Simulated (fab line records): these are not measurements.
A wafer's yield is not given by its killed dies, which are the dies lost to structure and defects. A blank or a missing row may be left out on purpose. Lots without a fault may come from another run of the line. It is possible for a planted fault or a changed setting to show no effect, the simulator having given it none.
Tool commonality check :: flow gf180mcu :: 39 wafers sampled across 13 lots

## REASON FOR OPENING
GF_VT_IMPLANT_RS_MEAS_49, reading MVPSD_RS: flagged on 2 of 13 lots. No-fault wafers: 1169 ohm/sq, standard deviation 3.1.
Rule: a lot is flagged in two cases, either no wafer of it has a number, or all its wafers with numbers fall more than 4 standard deviations from that mean. As for the other lots, they are considered sound.

lot: L993
measured: day 7 14:34
on: film_metro-02
MVPSD_RS (ohm/sq), wafer by wafer: 1174 1172 1172
flag: 

lot: L994
measured: day 7 20:48
on: film_metro-02
MVPSD_RS (ohm/sq), wafer by wafer: 1170 1169 1170
flag: 

lot: L995
measured: day 7 23:00
on: film_metro-02
MVPSD_RS (ohm/sq), wafer by wafer: 1165 1171 1166
flag: 

lot: L997
measured: day 8 16:08
on: film_metro-04
MVPSD_RS (ohm/sq), wafer by wafer: 1162 1167 1166
flag: 

lot: L998
measured: day 8 20:57
on: film_metro-02
MVPSD_RS (ohm/sq), wafer by wafer: 1162 1164 1168
flag: 

lot: L999
measured: day 9 03:51
on: film_metro-03
MVPSD_RS (ohm/sq), wafer by wafer: 1171 1172 1171
flag: 

lot: L102
measured: day 10 02:22
on: film_metro-02
MVPSD_RS (ohm/sq), wafer by wafer: 1171 1171 1173
flag: 

lot: L108
measured: day 11 17:36
on: film_metro-04
MVPSD_RS (ohm/sq), wafer by wafer: 1215 1214 1211
flag: FLAGGED

lot: L109
measured: day 12 03:02
on: film_metro-04
MVPSD_RS (ohm/sq), wafer by wafer: 1209 1211 1209
flag: FLAGGED

lot: L111
measured: day 12 14:01
on: film_metro-04
MVPSD_RS (ohm/sq), wafer by wafer: 1173 1172 1169
flag: 

lot: L113
measured: day 13 05:19
on: film_metro-04
MVPSD_RS (ohm/sq), wafer by wafer: 1174 1170 1168
flag: 

lot: L114
measured: day 13 10:27
on: film_metro-02
MVPSD_RS (ohm/sq), wafer by wafer: 1165 1165 1167
flag: 

lot: L115
measured: day 13 16:36
on: film_metro-03
MVPSD_RS (ohm/sq), wafer by wafer: 1170 1168 1169
flag: 
The mean of the flagged lots' numbers is 1212 ohm/sq, +42 ohm/sq from the usual (+14 standard deviations).

## WHICH TOOL RAN EACH LOT
The record holds 1 process step before the reading, out of a route of 602 steps. Cell contents, in order: the tool; ch with the chambers the sampled wafers went through; the start.
lot: L993
flag: 
GF_MVPSD_IMPLANT_09: implanter-01 ch 0, day 5 01:44

lot: L994
flag: 
GF_MVPSD_IMPLANT_09: implanter-02 ch 0, day 5 06:40

lot: L995
flag: 
GF_MVPSD_IMPLANT_09: implanter-01 ch 0, day 5 08:53

lot: L997
flag: 
GF_MVPSD_IMPLANT_09: implanter-03 ch 0, day 5 23:25

lot: L998
flag: 
GF_MVPSD_IMPLANT_09: implanter-03 ch 0, day 6 04:43

lot: L999
flag: 
GF_MVPSD_IMPLANT_09: implanter-03 ch 0, day 6 11:41

lot: L102
flag: 
GF_MVPSD_IMPLANT_09: implanter-01 ch 0, day 7 06:17

lot: L108
flag: FLAGGED
GF_MVPSD_IMPLANT_09: implanter-03 ch 0, day 8 17:20

lot: L109
flag: FLAGGED
GF_MVPSD_IMPLANT_09: implanter-03 ch 0, day 9 00:57

lot: L111
flag: 
GF_MVPSD_IMPLANT_09: implanter-01 ch 0, day 9 11:18

lot: L113
flag: 
GF_MVPSD_IMPLANT_09: implanter-01 ch 0, day 10 01:05

lot: L114
flag: 
GF_MVPSD_IMPLANT_09: implanter-01 ch 0, day 10 05:50

lot: L115
flag: 
GF_MVPSD_IMPLANT_09: implanter-02 ch 0, day 10 11:24
What the steps here do:
- GF_MVPSD_IMPLANT_09
- GF_VT_IMPLANT_RS_MEAS_49: measures by four-point-probe.

## FLAGGED OVER TOTAL, TOOL BY TOOL (the gauges that took the reading come last)
step: GF_MVPSD_IMPLANT_09
tool: implanter-01
lots run: 6
flagged: 0
share of the flagged lots: none
sound lots run after its first flagged lot: -

step: GF_MVPSD_IMPLANT_09
tool: implanter-02
lots run: 2
flagged: 0
share of the flagged lots: none
sound lots run after its first flagged lot: -

step: GF_MVPSD_IMPLANT_09
tool: implanter-03
lots run: 5
flagged: 2
share of the flagged lots: all
sound lots run after its first flagged lot: 0

step: GF_VT_IMPLANT_RS_MEAS_49
tool: film_metro-02
lots run: 6
flagged: 0
share of the flagged lots: none
sound lots run after its first flagged lot: -

step: GF_VT_IMPLANT_RS_MEAS_49
tool: film_metro-03
lots run: 2
flagged: 0
share of the flagged lots: none
sound lots run after its first flagged lot: -

step: GF_VT_IMPLANT_RS_MEAS_49
tool: film_metro-04
lots run: 5
flagged: 2
share of the flagged lots: all
sound lots run after its first flagged lot: 2 (L111,L113)

## WHAT THE TABLE ALLOWS
Rows of the table that ran all the flagged lots, 2 in number: implanter-03 at GF_MVPSD_IMPLANT_09; film_metro-04 at GF_VT_IMPLANT_RS_MEAS_49.
- implanter-03 at GF_MVPSD_IMPLANT_09 ran 5 lots, 2 of them flagged. Its last sound lot is L999 (day 6 11:41), its first flagged lot L108 (day 8 17:20): a fault that began between those two fits. Its own readings lie more than 4 standard deviations out on every wafer of the flagged lots: beam_on_s, faraday_current_uA.
- film_metro-04 at GF_VT_IMPLANT_RS_MEAS_49 ran 5 lots, 2 of them flagged. Sound lots ran on it after the first flagged one (L111, L113), which a lasting fault on the whole tool wouldn't allow.
Left over: one tool, implanter-03 at GF_MVPSD_IMPLANT_09.

## WHAT THE SIMULATOR PUT IN
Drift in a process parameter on implanter-03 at GF_MVPSD_IMPLANT_09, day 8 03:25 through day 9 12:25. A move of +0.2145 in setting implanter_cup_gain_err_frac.
Struck lots among those shown: L108, L109. The rule above reached the same finding.
